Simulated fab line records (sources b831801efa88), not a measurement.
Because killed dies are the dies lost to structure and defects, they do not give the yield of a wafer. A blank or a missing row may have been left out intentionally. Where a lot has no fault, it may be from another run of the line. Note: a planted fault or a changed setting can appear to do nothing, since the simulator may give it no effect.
fab line records / flow sky130
record lots=11 wafers=33 last-day=50
route steps=708 shown METAL2@498 VIA2@519 METAL3@557
lots that met no fault: taken from a fault-free run of the same line
start-h: hours from the record's opening day to when the first of the lot's shown wafers began / wait-h: hours since the lot's step before / " same as the row above / L1.1+2: several wafers, shown together as one row / - no value, or no start given / * or withheld: withheld / < > ~ a bound
route shown NAME@n: NAME is a module with steps in the file, n the number in the route of the first one / usual: mean and standard deviation over wafers with no fault / same: alike in all rows / chamber/n: place in a boat / sites: the reading at each site / _std_site: standard deviation of those values / _edge_site: outer sites' mean less inner sites' / radius-mm: how far each site lies from the wafer's centre / mask NAME#n: copy n / behind: the last tool/chamber to shape the wafer / hold: cause of the lot's hold/its duration in hours/its outcome / device: which transistor (n, p or np) failed to switch / end of line: tests of these same wafers at the route's end / a step without rows: its recipe alone / killed: dies lost to structure and defects at the first sort, not the wafer's yield / map: a wafer's dies, marking killed ones x, the rest . and places with no die _
set.NAME: the run value of the setting; set.NAME@STEP: its run value at that earlier step / model.NAME: the simulator's own value behind a step, which no gauge read
one table for each step of the route and one row for each wafer, over a sample of lots
services: when a tool's chamber went out of use (start-h, in hours from the record's first day, below 0 if earlier), for how many hours, and the reason
## steps
# step SKY_METAL2_CD_MEAS_15
# recipe target-cd-nm=140
# usual cd-nm=139.9/1.7
lot.wafer=L121.1 tool=cd-sem-01 chamber=- start-h=820.85 wait-h=- cd-nm=143.9
lot.wafer=L121.3 tool=cd-sem-01 chamber=- start-h=820.85 wait-h=- cd-nm=144.4
lot.wafer=L121.5 tool=cd-sem-01 chamber=- start-h=820.85 wait-h=- cd-nm=144.1
lot.wafer=L123.2 tool=cd-sem-01 chamber=- start-h=833.16 wait-h=- cd-nm=139.9
lot.wafer=L123.3 tool=cd-sem-01 chamber=- start-h=833.16 wait-h=- cd-nm=140.9
lot.wafer=L123.4 tool=cd-sem-01 chamber=- start-h=833.16 wait-h=- cd-nm=140.8
lot.wafer=L127.1 tool=cd-sem-01 chamber=- start-h=889.14 wait-h=- cd-nm=142.1
lot.wafer=L127.2 tool=cd-sem-01 chamber=- start-h=889.14 wait-h=- cd-nm=141.2
lot.wafer=L127.4 tool=cd-sem-01 chamber=- start-h=889.14 wait-h=- cd-nm=142.4
lot.wafer=L132.1 tool=cd-sem-02 chamber=- start-h=906.14 wait-h=- cd-nm=137.8
lot.wafer=L132.5 tool=cd-sem-02 chamber=- start-h=906.14 wait-h=- cd-nm=139.4
lot.wafer=L132.6 tool=cd-sem-02 chamber=- start-h=906.14 wait-h=- cd-nm=138.5
lot.wafer=L133.1 tool=cd-sem-02 chamber=- start-h=910.42 wait-h=- cd-nm=142.0
lot.wafer=L133.3 tool=cd-sem-02 chamber=- start-h=910.42 wait-h=- cd-nm=142.4
lot.wafer=L133.6 tool=cd-sem-02 chamber=- start-h=910.42 wait-h=- cd-nm=143.1
lot.wafer=L134.1 tool=cd-sem-02 chamber=- start-h=925.49 wait-h=- cd-nm=140.4
lot.wafer=L134.3 tool=cd-sem-02 chamber=- start-h=925.49 wait-h=- cd-nm=139.5
lot.wafer=L134.5 tool=cd-sem-02 chamber=- start-h=925.49 wait-h=- cd-nm=139.0
lot.wafer=L137.1 tool=cd-sem-02 chamber=- start-h=937.57 wait-h=- cd-nm=138.6
lot.wafer=L137.2 tool=cd-sem-02 chamber=- start-h=937.57 wait-h=- cd-nm=139.5
lot.wafer=L137.5 tool=cd-sem-02 chamber=- start-h=937.57 wait-h=- cd-nm=138.0
lot.wafer=L139.1 tool=cd-sem-02 chamber=- start-h=952.10 wait-h=- cd-nm=139.9
lot.wafer=L139.3 tool=cd-sem-02 chamber=- start-h=952.10 wait-h=- cd-nm=139.4
lot.wafer=L139.6 tool=cd-sem-02 chamber=- start-h=952.10 wait-h=- cd-nm=139.2
lot.wafer=L141.2 tool=cd-sem-01 chamber=- start-h=969.69 wait-h=- cd-nm=141.6
lot.wafer=L141.3 tool=cd-sem-01 chamber=- start-h=969.69 wait-h=- cd-nm=141.3
lot.wafer=L141.4 tool=cd-sem-01 chamber=- start-h=969.69 wait-h=- cd-nm=141.8
lot.wafer=L142.1 tool=cd-sem-02 chamber=- start-h=972.95 wait-h=- cd-nm=142.6
lot.wafer=L142.4 tool=cd-sem-02 chamber=- start-h=972.95 wait-h=- cd-nm=142.0
lot.wafer=L142.6 tool=cd-sem-02 chamber=- start-h=972.95 wait-h=- cd-nm=142.0
lot.wafer=L143.2 tool=cd-sem-02 chamber=- start-h=979.62 wait-h=- cd-nm=138.1
lot.wafer=L143.3 tool=cd-sem-02 chamber=- start-h=979.62 wait-h=- cd-nm=138.9
lot.wafer=L143.6 tool=cd-sem-02 chamber=- start-h=979.62 wait-h=- cd-nm=139.3
# step SKY_METAL2_ETCH_18
# recipe chemistry=N2/H2 target=BARC ion-energy-ev=200 bias-w=100 pressure-mtorr=30 n2-flow-sccm=100 h2-flow-sccm=200 icp-w=500 stop-on=SiO2 time-s=45.9 target-depth-a=600
# usual drypump-motor-current-A=5.70/0.26 oes-product-au=0.854/0.005 throttle-valve-pct=13.224/0.0092
lot.wafer=L121.1 tool=rie-metal-03 chamber=0 start-h=821.04 wait-h=0.0 drypump-motor-current-A=5.53 oes-product-au=0.859 rf-hours-counter-h=15 throttle-valve-pct=13.242
lot.wafer=L121.3 tool=rie-metal-03 chamber=0 start-h=821.04 wait-h=0.0 drypump-motor-current-A=5.51 oes-product-au=0.849 rf-hours-counter-h=- throttle-valve-pct=13.209
lot.wafer=L121.5 tool=rie-metal-03 chamber=0 start-h=821.04 wait-h=0.0 drypump-motor-current-A=5.51 oes-product-au=0.851 rf-hours-counter-h=- throttle-valve-pct=13.220
lot.wafer=L123.2 tool=rie-metal-04 chamber=1 start-h=833.33 wait-h=0.0 drypump-motor-current-A=5.99 oes-product-au=0.853 rf-hours-counter-h=12 throttle-valve-pct=13.226
lot.wafer=L123.3 tool=rie-metal-04 chamber=1 start-h=833.33 wait-h=0.0 drypump-motor-current-A=5.96 oes-product-au=0.860 rf-hours-counter-h=- throttle-valve-pct=13.221
lot.wafer=L123.4 tool=rie-metal-04 chamber=0 start-h=833.33 wait-h=0.0 drypump-motor-current-A=5.77 oes-product-au=0.859 rf-hours-counter-h=- throttle-valve-pct=13.220
lot.wafer=L127.1 tool=rie-metal-04 chamber=0 start-h=889.33 wait-h=0.0 drypump-motor-current-A=5.77 oes-product-au=0.847 rf-hours-counter-h=2 throttle-valve-pct=13.231
lot.wafer=L127.2 tool=rie-metal-04 chamber=1 start-h=889.33 wait-h=0.0 drypump-motor-current-A=5.97 oes-product-au=0.846 rf-hours-counter-h=14 throttle-valve-pct=13.237
lot.wafer=L127.4 tool=rie-metal-04 chamber=1 start-h=889.33 wait-h=0.0 drypump-motor-current-A=5.97 oes-product-au=0.852 rf-hours-counter-h=- throttle-valve-pct=13.228
lot.wafer=L132.1 tool=rie-metal-01 chamber=0 start-h=906.33 wait-h=0.0 drypump-motor-current-A=5.67 oes-product-au=0.853 rf-hours-counter-h=9 throttle-valve-pct=13.210
lot.wafer=L132.5 tool=rie-metal-01 chamber=0 start-h=906.33 wait-h=0.0 drypump-motor-current-A=5.67 oes-product-au=0.852 rf-hours-counter-h=- throttle-valve-pct=13.215
lot.wafer=L132.6 tool=rie-metal-01 chamber=1 start-h=906.33 wait-h=0.0 drypump-motor-current-A=5.96 oes-product-au=0.853 rf-hours-counter-h=- throttle-valve-pct=13.230
lot.wafer=L133.1 tool=rie-metal-01 chamber=1 start-h=910.61 wait-h=0.0 drypump-motor-current-A=6.00 oes-product-au=0.859 rf-hours-counter-h=12 throttle-valve-pct=13.247
lot.wafer=L133.3 tool=rie-metal-01 chamber=0 start-h=910.61 wait-h=0.0 drypump-motor-current-A=5.68 oes-product-au=0.848 rf-hours-counter-h=- throttle-valve-pct=13.213
lot.wafer=L133.6 tool=rie-metal-01 chamber=1 start-h=910.61 wait-h=0.0 drypump-motor-current-A=5.99 oes-product-au=0.853 rf-hours-counter-h=- throttle-valve-pct=13.240
lot.wafer=L134.1 tool=rie-metal-04 chamber=0 start-h=925.69 wait-h=0.0 drypump-motor-current-A=5.77 oes-product-au=0.866 rf-hours-counter-h=4 throttle-valve-pct=13.215
lot.wafer=L134.3 tool=rie-metal-04 chamber=1 start-h=925.69 wait-h=0.0 drypump-motor-current-A=5.98 oes-product-au=0.860 rf-hours-counter-h=- throttle-valve-pct=13.199
lot.wafer=L134.5 tool=rie-metal-04 chamber=0 start-h=925.69 wait-h=0.0 drypump-motor-current-A=5.79 oes-product-au=0.849 rf-hours-counter-h=- throttle-valve-pct=13.232
lot.wafer=L137.1 tool=rie-metal-01 chamber=0 start-h=937.76 wait-h=0.0 drypump-motor-current-A=5.68 oes-product-au=0.848 rf-hours-counter-h=10 throttle-valve-pct=13.225
lot.wafer=L137.2 tool=rie-metal-01 chamber=1 start-h=937.76 wait-h=0.0 drypump-motor-current-A=5.96 oes-product-au=0.863 rf-hours-counter-h=14 throttle-valve-pct=13.217
lot.wafer=L137.5 tool=rie-metal-01 chamber=1 start-h=937.76 wait-h=0.0 drypump-motor-current-A=5.93 oes-product-au=0.851 rf-hours-counter-h=- throttle-valve-pct=13.220
lot.wafer=L139.1 tool=rie-metal-03 chamber=1 start-h=952.28 wait-h=0.0 drypump-motor-current-A=5.29 oes-product-au=0.853 rf-hours-counter-h=2 throttle-valve-pct=13.231
lot.wafer=L139.3 tool=rie-metal-03 chamber=0 start-h=952.28 wait-h=0.0 drypump-motor-current-A=5.49 oes-product-au=0.856 rf-hours-counter-h=- throttle-valve-pct=13.221
lot.wafer=L139.6 tool=rie-metal-03 chamber=1 start-h=952.28 wait-h=0.0 drypump-motor-current-A=5.25 oes-product-au=0.862 rf-hours-counter-h=- throttle-valve-pct=13.229
lot.wafer=L141.2 tool=rie-metal-04 chamber=1 start-h=969.86 wait-h=0.0 drypump-motor-current-A=5.97 oes-product-au=0.855 rf-hours-counter-h=18 throttle-valve-pct=13.227
lot.wafer=L141.3 tool=rie-metal-04 chamber=1 start-h=969.86 wait-h=0.0 drypump-motor-current-A=5.94 oes-product-au=0.854 rf-hours-counter-h=- throttle-valve-pct=13.229
lot.wafer=L141.4 tool=rie-metal-04 chamber=0 start-h=969.86 wait-h=0.0 drypump-motor-current-A=5.79 oes-product-au=0.852 rf-hours-counter-h=- throttle-valve-pct=13.216
lot.wafer=L142.1 tool=rie-metal-03 chamber=1 start-h=973.13 wait-h=0.0 drypump-motor-current-A=5.26 oes-product-au=0.852 rf-hours-counter-h=3 throttle-valve-pct=13.243
lot.wafer=L142.4 tool=rie-metal-03 chamber=1 start-h=973.13 wait-h=0.0 drypump-motor-current-A=5.28 oes-product-au=0.851 rf-hours-counter-h=- throttle-valve-pct=13.225
lot.wafer=L142.6 tool=rie-metal-03 chamber=0 start-h=973.13 wait-h=0.0 drypump-motor-current-A=5.52 oes-product-au=0.850 rf-hours-counter-h=- throttle-valve-pct=13.216
lot.wafer=L143.2 tool=rie-metal-03 chamber=0 start-h=979.78 wait-h=0.0 drypump-motor-current-A=5.48 oes-product-au=0.851 rf-hours-counter-h=8 throttle-valve-pct=13.229
lot.wafer=L143.3 tool=rie-metal-03 chamber=0 start-h=979.78 wait-h=0.0 drypump-motor-current-A=5.46 oes-product-au=0.847 rf-hours-counter-h=- throttle-valve-pct=13.217
lot.wafer=L143.6 tool=rie-metal-03 chamber=1 start-h=979.78 wait-h=0.0 drypump-motor-current-A=5.25 oes-product-au=0.861 rf-hours-counter-h=- throttle-valve-pct=13.222
# step SKY_VIA2_CD_MEAS_12
# recipe target-cd-nm=200
# usual cd-nm=200.1/1.3
lot.wafer=L121.1 tool=cd-sem-02 chamber=- start-h=848.40 wait-h=- cd-nm=200.7
lot.wafer=L121.3 tool=cd-sem-02 chamber=- start-h=848.40 wait-h=- cd-nm=201.9
lot.wafer=L121.5 tool=cd-sem-02 chamber=- start-h=848.40 wait-h=- cd-nm=200.5
lot.wafer=L123.2 tool=cd-sem-02 chamber=- start-h=860.91 wait-h=- cd-nm=197.7
lot.wafer=L123.3 tool=cd-sem-02 chamber=- start-h=860.91 wait-h=- cd-nm=198.1
lot.wafer=L123.4 tool=cd-sem-02 chamber=- start-h=860.91 wait-h=- cd-nm=197.5
lot.wafer=L127.1 tool=cd-sem-02 chamber=- start-h=914.79 wait-h=- cd-nm=198.8
lot.wafer=L127.2 tool=cd-sem-02 chamber=- start-h=914.79 wait-h=- cd-nm=199.5
lot.wafer=L127.4 tool=cd-sem-02 chamber=- start-h=914.79 wait-h=- cd-nm=199.1
lot.wafer=L132.1 tool=cd-sem-01 chamber=- start-h=929.02 wait-h=- cd-nm=201.1
lot.wafer=L132.5 tool=cd-sem-01 chamber=- start-h=929.02 wait-h=- cd-nm=200.5
lot.wafer=L132.6 tool=cd-sem-01 chamber=- start-h=929.02 wait-h=- cd-nm=201.4
lot.wafer=L133.1 tool=cd-sem-01 chamber=- start-h=938.22 wait-h=- cd-nm=200.7
lot.wafer=L133.3 tool=cd-sem-01 chamber=- start-h=938.22 wait-h=- cd-nm=198.6
lot.wafer=L133.6 tool=cd-sem-01 chamber=- start-h=938.22 wait-h=- cd-nm=199.6
lot.wafer=L134.1 tool=cd-sem-02 chamber=- start-h=954.47 wait-h=- cd-nm=202.4
lot.wafer=L134.3 tool=cd-sem-02 chamber=- start-h=954.47 wait-h=- cd-nm=200.4
lot.wafer=L134.5 tool=cd-sem-02 chamber=- start-h=954.47 wait-h=- cd-nm=203.1
lot.wafer=L137.1 tool=cd-sem-01 chamber=- start-h=964.60 wait-h=- cd-nm=199.5
lot.wafer=L137.2 tool=cd-sem-01 chamber=- start-h=964.60 wait-h=- cd-nm=199.5
lot.wafer=L137.5 tool=cd-sem-01 chamber=- start-h=964.60 wait-h=- cd-nm=199.4
lot.wafer=L139.1 tool=cd-sem-01 chamber=- start-h=977.75 wait-h=- cd-nm=199.9
lot.wafer=L139.3 tool=cd-sem-01 chamber=- start-h=977.75 wait-h=- cd-nm=201.7
lot.wafer=L139.6 tool=cd-sem-01 chamber=- start-h=977.75 wait-h=- cd-nm=199.5
lot.wafer=L141.2 tool=cd-sem-02 chamber=- start-h=994.72 wait-h=- cd-nm=201.4
lot.wafer=L141.3 tool=cd-sem-02 chamber=- start-h=994.72 wait-h=- cd-nm=199.8
lot.wafer=L141.4 tool=cd-sem-02 chamber=- start-h=994.72 wait-h=- cd-nm=199.0
lot.wafer=L142.1 tool=cd-sem-02 chamber=- start-h=998.15 wait-h=- cd-nm=196.7
lot.wafer=L142.4 tool=cd-sem-02 chamber=- start-h=998.15 wait-h=- cd-nm=197.0
lot.wafer=L142.6 tool=cd-sem-02 chamber=- start-h=998.15 wait-h=- cd-nm=197.4
lot.wafer=L143.2 tool=cd-sem-02 chamber=- start-h=1005.36 wait-h=- cd-nm=198.3
lot.wafer=L143.3 tool=cd-sem-02 chamber=- start-h=1005.36 wait-h=- cd-nm=199.2
lot.wafer=L143.6 tool=cd-sem-02 chamber=- start-h=1005.36 wait-h=- cd-nm=198.8
# step SKY_METAL3_COAT_07
# recipe resist=BARC temp-c=withheld time-s=withheld spin-rpm=3000 resist-thk-nm=60
# usual resist-line-temp-C=*
lot.wafer=L121.1 tool=litho-track-02 chamber=0 start-h=888.82 wait-h=0.1 resist-line-temp-C=*
lot.wafer=L121.3 tool=litho-track-02 chamber=0 start-h=888.82 wait-h=0.1 resist-line-temp-C=*
lot.wafer=L121.5 tool=litho-track-02 chamber=0 start-h=888.82 wait-h=0.1 resist-line-temp-C=*
lot.wafer=L123.2 tool=litho-track-04 chamber=0 start-h=900.72 wait-h=0.1 resist-line-temp-C=*
lot.wafer=L123.3 tool=litho-track-04 chamber=0 start-h=900.72 wait-h=0.1 resist-line-temp-C=*
lot.wafer=L123.4 tool=litho-track-04 chamber=0 start-h=900.72 wait-h=0.1 resist-line-temp-C=*
lot.wafer=L127.1 tool=litho-track-04 chamber=0 start-h=957.14 wait-h=0.1 resist-line-temp-C=*
lot.wafer=L127.2 tool=litho-track-04 chamber=0 start-h=957.14 wait-h=0.1 resist-line-temp-C=*
lot.wafer=L127.4 tool=litho-track-04 chamber=0 start-h=957.14 wait-h=0.1 resist-line-temp-C=*
lot.wafer=L132.1 tool=litho-track-04 chamber=0 start-h=970.64 wait-h=0.1 resist-line-temp-C=*
lot.wafer=L132.5 tool=litho-track-04 chamber=0 start-h=970.64 wait-h=0.1 resist-line-temp-C=*
lot.wafer=L132.6 tool=litho-track-04 chamber=0 start-h=970.64 wait-h=0.1 resist-line-temp-C=*
lot.wafer=L133.1 tool=litho-track-04 chamber=0 start-h=977.14 wait-h=0.1 resist-line-temp-C=*
lot.wafer=L133.3 tool=litho-track-04 chamber=0 start-h=977.14 wait-h=0.1 resist-line-temp-C=*
lot.wafer=L133.6 tool=litho-track-04 chamber=0 start-h=977.14 wait-h=0.1 resist-line-temp-C=*
lot.wafer=L134.1 tool=litho-track-01 chamber=0 start-h=992.70 wait-h=0.1 resist-line-temp-C=*
lot.wafer=L134.3 tool=litho-track-01 chamber=0 start-h=992.70 wait-h=0.1 resist-line-temp-C=*
lot.wafer=L134.5 tool=litho-track-01 chamber=0 start-h=992.70 wait-h=0.1 resist-line-temp-C=*
lot.wafer=L137.1 tool=litho-track-02 chamber=0 start-h=1003.52 wait-h=0.1 resist-line-temp-C=*
lot.wafer=L137.2 tool=litho-track-02 chamber=0 start-h=1003.52 wait-h=0.1 resist-line-temp-C=*
lot.wafer=L137.5 tool=litho-track-02 chamber=0 start-h=1003.52 wait-h=0.1 resist-line-temp-C=*
lot.wafer=L139.1 tool=litho-track-01 chamber=0 start-h=1015.55 wait-h=0.1 resist-line-temp-C=*
lot.wafer=L139.3 tool=litho-track-01 chamber=0 start-h=1015.55 wait-h=0.1 resist-line-temp-C=*
lot.wafer=L139.6 tool=litho-track-01 chamber=0 start-h=1015.55 wait-h=0.1 resist-line-temp-C=*
lot.wafer=L141.2 tool=litho-track-01 chamber=0 start-h=1030.22 wait-h=0.1 resist-line-temp-C=*
lot.wafer=L141.3 tool=litho-track-01 chamber=0 start-h=1030.22 wait-h=0.1 resist-line-temp-C=*
lot.wafer=L141.4 tool=litho-track-01 chamber=0 start-h=1030.22 wait-h=0.1 resist-line-temp-C=*
lot.wafer=L142.1 tool=litho-track-01 chamber=0 start-h=1034.10 wait-h=0.1 resist-line-temp-C=*
lot.wafer=L142.4 tool=litho-track-01 chamber=0 start-h=1034.10 wait-h=0.1 resist-line-temp-C=*
lot.wafer=L142.6 tool=litho-track-01 chamber=0 start-h=1034.10 wait-h=0.1 resist-line-temp-C=*
lot.wafer=L143.2 tool=litho-track-01 chamber=0 start-h=1041.22 wait-h=0.1 resist-line-temp-C=*
lot.wafer=L143.3 tool=litho-track-01 chamber=0 start-h=1041.22 wait-h=0.1 resist-line-temp-C=*
lot.wafer=L143.6 tool=litho-track-01 chamber=0 start-h=1041.22 wait-h=0.1 resist-line-temp-C=*
# step SKY_METAL3_ETCH_16
# recipe chemistry=N2/H2 target=BARC ion-energy-ev=200 bias-w=100 pressure-mtorr=30 n2-flow-sccm=100 h2-flow-sccm=200 icp-w=500 stop-on=SiO2 time-s=88.2 target-depth-a=600
# usual drypump-motor-current-A=5.6/0.35 oes-product-au=0.625/0.0046 throttle-valve-pct=13.205/0.0083
lot.wafer=L121.1 tool=rie-metal-02 chamber=0 start-h=901.61 wait-h=0.0 drypump-motor-current-A=6.0 oes-product-au=0.623 rf-hours-counter-h=6 throttle-valve-pct=13.197
lot.wafer=L121.3 tool=rie-metal-02 chamber=0 start-h=901.61 wait-h=0.0 drypump-motor-current-A=6.0 oes-product-au=0.622 rf-hours-counter-h=- throttle-valve-pct=13.214
lot.wafer=L121.5 tool=rie-metal-02 chamber=0 start-h=901.61 wait-h=0.0 drypump-motor-current-A=6.0 oes-product-au=0.619 rf-hours-counter-h=- throttle-valve-pct=13.213
lot.wafer=L123.2 tool=rie-metal-02 chamber=0 start-h=913.90 wait-h=0.1 drypump-motor-current-A=5.9 oes-product-au=0.626 rf-hours-counter-h=- throttle-valve-pct=13.201
lot.wafer=L123.3 tool=rie-metal-02 chamber=0 start-h=913.90 wait-h=0.1 drypump-motor-current-A=6.0 oes-product-au=0.624 rf-hours-counter-h=- throttle-valve-pct=13.219
lot.wafer=L123.4 tool=rie-metal-02 chamber=0 start-h=913.90 wait-h=0.1 drypump-motor-current-A=6.0 oes-product-au=0.623 rf-hours-counter-h=- throttle-valve-pct=13.213
lot.wafer=L127.1 tool=rie-metal-01 chamber=1 start-h=970.08 wait-h=0.0 drypump-motor-current-A=6.0 oes-product-au=0.624 rf-hours-counter-h=15 throttle-valve-pct=13.212
lot.wafer=L127.2 tool=rie-metal-01 chamber=0 start-h=970.08 wait-h=0.0 drypump-motor-current-A=5.7 oes-product-au=0.630 rf-hours-counter-h=12 throttle-valve-pct=13.202
lot.wafer=L127.4 tool=rie-metal-01 chamber=0 start-h=970.08 wait-h=0.0 drypump-motor-current-A=5.7 oes-product-au=0.621 rf-hours-counter-h=- throttle-valve-pct=13.203
lot.wafer=L132.1 tool=rie-metal-02 chamber=0 start-h=982.26 wait-h=0.0 drypump-motor-current-A=6.0 oes-product-au=0.604 rf-hours-counter-h=11 throttle-valve-pct=13.197
lot.wafer=L132.5 tool=rie-metal-02 chamber=0 start-h=982.26 wait-h=0.0 drypump-motor-current-A=6.0 oes-product-au=0.603 rf-hours-counter-h=- throttle-valve-pct=13.201
lot.wafer=L132.6 tool=rie-metal-02 chamber=1 start-h=982.26 wait-h=0.0 drypump-motor-current-A=5.1 oes-product-au=0.607 rf-hours-counter-h=- throttle-valve-pct=13.217
lot.wafer=L133.1 tool=rie-metal-02 chamber=0 start-h=989.43 wait-h=0.0 drypump-motor-current-A=6.0 oes-product-au=0.597 rf-hours-counter-h=11 throttle-valve-pct=13.205
lot.wafer=L133.3 tool=rie-metal-02 chamber=0 start-h=989.43 wait-h=0.0 drypump-motor-current-A=5.9 oes-product-au=0.599 rf-hours-counter-h=- throttle-valve-pct=13.205
lot.wafer=L133.6 tool=rie-metal-02 chamber=0 start-h=989.43 wait-h=0.0 drypump-motor-current-A=6.0 oes-product-au=0.607 rf-hours-counter-h=- throttle-valve-pct=13.202
lot.wafer=L134.1 tool=rie-metal-03 chamber=0 start-h=1005.18 wait-h=0.0 drypump-motor-current-A=5.5 oes-product-au=0.630 rf-hours-counter-h=10 throttle-valve-pct=13.206
lot.wafer=L134.3 tool=rie-metal-03 chamber=0 start-h=1005.18 wait-h=0.0 drypump-motor-current-A=5.5 oes-product-au=0.629 rf-hours-counter-h=- throttle-valve-pct=13.211
lot.wafer=L134.5 tool=rie-metal-03 chamber=0 start-h=1005.18 wait-h=0.0 drypump-motor-current-A=5.5 oes-product-au=0.624 rf-hours-counter-h=- throttle-valve-pct=13.191
lot.wafer=L137.1 tool=rie-metal-03 chamber=1 start-h=1015.48 wait-h=0.0 drypump-motor-current-A=5.2 oes-product-au=0.617 rf-hours-counter-h=6 throttle-valve-pct=13.212
lot.wafer=L137.2 tool=rie-metal-03 chamber=0 start-h=1015.48 wait-h=0.0 drypump-motor-current-A=5.5 oes-product-au=0.623 rf-hours-counter-h=10 throttle-valve-pct=13.211
lot.wafer=L137.5 tool=rie-metal-03 chamber=0 start-h=1015.48 wait-h=0.0 drypump-motor-current-A=5.5 oes-product-au=0.624 rf-hours-counter-h=- throttle-valve-pct=13.212
lot.wafer=L139.1 tool=rie-metal-01 chamber=0 start-h=1027.58 wait-h=0.0 drypump-motor-current-A=5.7 oes-product-au=0.626 rf-hours-counter-h=15 throttle-valve-pct=13.219
lot.wafer=L139.3 tool=rie-metal-01 chamber=1 start-h=1027.58 wait-h=0.0 drypump-motor-current-A=6.0 oes-product-au=0.625 rf-hours-counter-h=- throttle-valve-pct=13.223
lot.wafer=L139.6 tool=rie-metal-01 chamber=0 start-h=1027.58 wait-h=0.0 drypump-motor-current-A=5.7 oes-product-au=0.626 rf-hours-counter-h=- throttle-valve-pct=13.188
lot.wafer=L141.2 tool=rie-metal-02 chamber=1 start-h=1042.68 wait-h=0.0 drypump-motor-current-A=5.0 oes-product-au=0.631 rf-hours-counter-h=5 throttle-valve-pct=13.213
lot.wafer=L141.3 tool=rie-metal-02 chamber=1 start-h=1042.68 wait-h=0.0 drypump-motor-current-A=5.1 oes-product-au=0.623 rf-hours-counter-h=- throttle-valve-pct=13.211
lot.wafer=L141.4 tool=rie-metal-02 chamber=0 start-h=1042.68 wait-h=0.0 drypump-motor-current-A=6.0 oes-product-au=0.620 rf-hours-counter-h=- throttle-valve-pct=13.208
lot.wafer=L142.1 tool=rie-metal-02 chamber=0 start-h=1046.18 wait-h=0.0 drypump-motor-current-A=6.0 oes-product-au=0.636 rf-hours-counter-h=14 throttle-valve-pct=13.204
lot.wafer=L142.4 tool=rie-metal-02 chamber=1 start-h=1046.18 wait-h=0.0 drypump-motor-current-A=5.1 oes-product-au=0.628 rf-hours-counter-h=- throttle-valve-pct=13.212
lot.wafer=L142.6 tool=rie-metal-02 chamber=0 start-h=1046.18 wait-h=0.0 drypump-motor-current-A=6.0 oes-product-au=0.624 rf-hours-counter-h=- throttle-valve-pct=13.202
lot.wafer=L143.2 tool=rie-metal-02 chamber=1 start-h=1052.43 wait-h=0.0 drypump-motor-current-A=5.1 oes-product-au=0.627 rf-hours-counter-h=6 throttle-valve-pct=13.208
lot.wafer=L143.3 tool=rie-metal-02 chamber=0 start-h=1052.43 wait-h=0.0 drypump-motor-current-A=6.0 oes-product-au=0.627 rf-hours-counter-h=- throttle-valve-pct=13.203
lot.wafer=L143.6 tool=rie-metal-02 chamber=0 start-h=1052.43 wait-h=0.0 drypump-motor-current-A=6.0 oes-product-au=0.626 rf-hours-counter-h=- throttle-valve-pct=13.197
## services
tool=rie-metal-04 chamber=0 start-h=805.96 hours=- kind=clean
tool=rie-metal-04 chamber=0 start-h=805.96 hours=21.7 kind=scheduled-down
tool=rie-metal-04 chamber=0 start-h=805.96 hours=21.7 kind=vent-cycle
tool=rie-metal-03 chamber=- start-h=827.80 hours=14.6 kind=pm
tool=rie-metal-03 chamber=0 start-h=842.40 hours=- kind=clean
tool=rie-metal-03 chamber=0 start-h=842.40 hours=15.4 kind=scheduled-down
tool=rie-metal-03 chamber=0 start-h=842.40 hours=15.4 kind=vent-cycle
tool=rie-metal-03 chamber=1 start-h=851.76 hours=17.4 kind=repair
tool=rie-metal-01 chamber=0 start-h=854.35 hours=18.2 kind=repair
tool=rie-metal-03 chamber=1 start-h=874.67 hours=3.5 kind=repair
tool=rie-metal-03 chamber=1 start-h=878.19 hours=- kind=clean
tool=rie-metal-03 chamber=1 start-h=878.19 hours=25.1 kind=scheduled-down
tool=rie-metal-03 chamber=1 start-h=878.19 hours=25.1 kind=vent-cycle
tool=rie-metal-02 chamber=1 start-h=909.05 hours=- kind=clean
tool=rie-metal-02 chamber=1 start-h=909.05 hours=26.0 kind=scheduled-down
tool=rie-metal-02 chamber=1 start-h=909.05 hours=26.0 kind=vent-cycle
tool=rie-metal-02 chamber=- start-h=940.56 hours=2.8 kind=pm
tool=rie-metal-03 chamber=1 start-h=984.37 hours=8.6 kind=repair
tool=rie-metal-04 chamber=1 start-h=1051.08 hours=- kind=clean
tool=rie-metal-04 chamber=1 start-h=1051.08 hours=14.0 kind=scheduled-down
tool=rie-metal-04 chamber=1 start-h=1051.08 hours=14.0 kind=vent-cycle
tool=rie-metal-03 chamber=- start-h=1051.94 hours=2.8 kind=pm
## key
first-sign step=SKY_METAL3_ETCH_16 reading=oes-product-au direction=down sigmas=4.8 usual=0.625 struck=0.603
effect none on later readings
met-at SKY_METAL3_COAT_07
struck-lots L132,L133
not-acting-at SKY_METAL2_CD_MEAS_15,SKY_METAL2_ETCH_18,SKY_VIA2_CD_MEAS_12
onset-between 957.14 970.64
fault kind=process-parameter-drift tool=litho-track-04 chamber=- onset-h=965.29 steps=SKY_METAL3_COAT_07 channel=resist-thk-nm offset=-5.525 shape=step end-h=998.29 acts-in=these-recipes-only stated=60
